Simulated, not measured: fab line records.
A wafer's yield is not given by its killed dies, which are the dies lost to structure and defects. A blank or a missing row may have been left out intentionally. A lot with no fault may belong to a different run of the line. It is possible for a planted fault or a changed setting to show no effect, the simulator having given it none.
Which of the tools did it? | flow gf180mcu | 13 lots with 39 wafers sampled at 5 steps, on a route of 602 steps

WHAT THE GAUGES READ, wafer by wafer
GF_HV_LDD_CD_MEAS_46: target cd 400 nm.
lot  | measured     | on       | cdNm (nm)
L547 | day 13 04:17 | cdSem-01 | 400.8 398.5 399.3
L548 | day 13 07:37 | cdSem-02 | 396.9 394.1 394.6
L549 | day 13 17:44 | cdSem-01 | 398.0 399.1 398.3
L552 | day 14 12:22 | cdSem-01 | 396.4 397.8 394.9
L555 | day 15 00:02 | cdSem-01 | 399.9 398.9 398.2
L554 | day 15 05:38 | cdSem-01 | 398.4 399.6 398.7
L558 | day 15 23:03 | cdSem-01 | 395.6 398.5 397.0
L559 | day 16 06:38 | cdSem-02 | 398.4 397.1 394.8
L561 | day 16 19:47 | cdSem-02 | - - -
L562 | day 17 04:56 | cdSem-01 | 397.3 399.4 397.6
L563 | day 17 14:40 | cdSem-02 | 397.4 396.5 397.8
L569 | day 19 13:57 | cdSem-02 | 395.3 397.6 397.7
L570 | day 19 19:06 | cdSem-02 | 392.8 397.1 396.3

GF_HV_LDD_TW_MEAS_50.
lot  | measured     | on           | HV_LDD_4_TW
L547 | day 13 04:42 | filmMetro-03 | 567 569 566
L548 | day 13 08:01 | filmMetro-02 | 578 576 576
L549 | day 13 18:07 | filmMetro-02 | 577 575 574
L552 | day 14 12:45 | filmMetro-01 | 577 574 575
L555 | day 15 00:26 | filmMetro-03 | 564 570 568
L554 | day 15 06:02 | filmMetro-02 | 573 576 572
L558 | day 15 23:27 | filmMetro-01 | 574 573 571
L559 | day 16 07:03 | filmMetro-02 | 576 575 574
L561 | day 16 20:11 | filmMetro-02 | 30 30 30
L562 | day 17 05:19 | filmMetro-03 | 567 568 566
L563 | day 17 15:03 | filmMetro-03 | 566 566 566
L569 | day 19 14:21 | filmMetro-01 | 574 578 571
L570 | day 19 19:28 | filmMetro-02 | 570 572 571

GF_V3_THK_MEAS_03.
lot  | measured     | on           | V3_CVD_02_THK (nm)
L547 | day 22 05:32 | filmMetro-04 | 837 837 855
L548 | day 22 16:40 | filmMetro-04 | 848 871 857
L549 | day 22 23:05 | filmMetro-01 | 853 856 854
L552 | day 23 19:03 | filmMetro-04 | 850 853 861
L555 | day 24 08:40 | filmMetro-04 | 840 845 852
L554 | day 24 17:41 | filmMetro-03 | 846 858 862
L558 | day 25 05:29 | filmMetro-01 | 827 846 835
L559 | day 25 21:59 | filmMetro-03 | 836 842 854
L562 | day 26 13:47 | filmMetro-03 | 854 870 860
L563 | day 26 23:18 | filmMetro-04 | 832 827 844
L569 | day 28 10:29 | filmMetro-04 | 848 848 857
L570 | day 28 15:22 | filmMetro-04 | 877 864 858

EACH LOT AND THE TOOL THAT RAN IT (in order: tool; ch and the chambers of the sampled wafers; start)
lot  | GF_HV_LDD_EXPOSE_43                | GF_V2_CVD_02
L547 | ilineStepper-01 ch 0, day 12 19:08 | pecvd-01 ch 0,1,2, day 20 02:07
L548 | ilineStepper-01 ch 0, day 12 22:22 | pecvd-02 ch 1,2, day 20 09:13
L549 | ilineStepper-01 ch 0, day 13 08:32 | pecvd-04 ch 0,1, day 20 20:22
L552 | ilineStepper-01 ch 0, day 14 02:12 | pecvd-04 ch 0,1,2, day 21 18:37
L555 | ilineStepper-02 ch 0, day 14 14:10 | pecvd-01 ch 0,1,2, day 22 08:08
L554 | ilineStepper-02 ch 0, day 14 18:41 | pecvd-04 ch 0,1, day 22 16:54
L558 | ilineStepper-02 ch 0, day 15 12:26 | pecvd-04 ch 0,1,2, day 23 07:07
L559 | ilineStepper-02 ch 0, day 15 19:50 | pecvd-02 ch 1,2, day 23 23:51
L561 | ilineStepper-01 ch 0, day 16 09:07 | -
L562 | ilineStepper-01 ch 0, day 16 17:47 | pecvd-02 ch 0,1, day 24 16:24
L563 | ilineStepper-01 ch 0, day 17 03:37 | pecvd-04 ch 0,1,2, day 24 22:13
L569 | ilineStepper-01 ch 0, day 19 01:38 | pecvd-02 ch 0,2, day 26 14:58
L570 | ilineStepper-01 ch 0, day 19 07:17 | pecvd-02 ch 0,1,2, day 26 20:20
- GF_HV_LDD_EXPOSE_43: exposes mask Pplus HV AREA, target cd 400 nm.
- GF_V2_CVD_02: deposits SiO2 from TEOS, target thk 850 nm, time 94.851 s.

AS READ BY THE TOOLS THEMSELVES (means over the sampled wafers that have a number; for cases with no such wafer, the mark the record gives instead)
GF_V2_CVD_02.
lot  | tool     | heaterPowerW (W)
L547 | pecvd-01 | 741
L548 | pecvd-02 | 662
L549 | pecvd-04 | 514
L552 | pecvd-04 | 501
L555 | pecvd-01 | 701
L554 | pecvd-04 | 549
L558 | pecvd-04 | 489
L559 | pecvd-02 | 712
L562 | pecvd-02 | 564
L563 | pecvd-04 | 563
L569 | pecvd-02 | 572
L570 | pecvd-02 | 563

THE ANSWER, worked out from the rows above alone
Rule: the lots themselves supply what counts as usual. Put in order of their means at a reading, lots are off if they are a third of the lots or fewer, leave a main group of 4 or more, and stand apart from it by a gap of 3 or more times the standard deviation of the main group's means; of several such gaps the widest counts. A main group whose means are all the same, to the digits that the tables above print for the reading, isn't used. Also off: a lot with no number at a reading for which 4 or more lots have one. All remaining lots with rows at the step are treated as sound. Order of review: gauges by route order, followed by the tools' own readings, for which a lot's mean as printed above is used. The first step at which some lot is off is used, and at that step the reading that is off furthest; a lot without a number counts as furthest.
Off at GF_HV_LDD_CD_MEAS_46 (cdNm): L561. Without a number there: L561. Mean 397.4 nm and standard deviation 1.3 in the main group.
If a tool, at a process step before that reading, ran all the lots that are off and no sound lot after the first of them, it fits. Not tried: the gauges at GF_HV_LDD_CD_MEAS_46; whatever is off there is also off at GF_HV_LDD_TW_MEAS_50, on other tools, and gauge error can't account for it. Not one of the candidates tried fits.

WHAT THE SIMULATOR PUT IN
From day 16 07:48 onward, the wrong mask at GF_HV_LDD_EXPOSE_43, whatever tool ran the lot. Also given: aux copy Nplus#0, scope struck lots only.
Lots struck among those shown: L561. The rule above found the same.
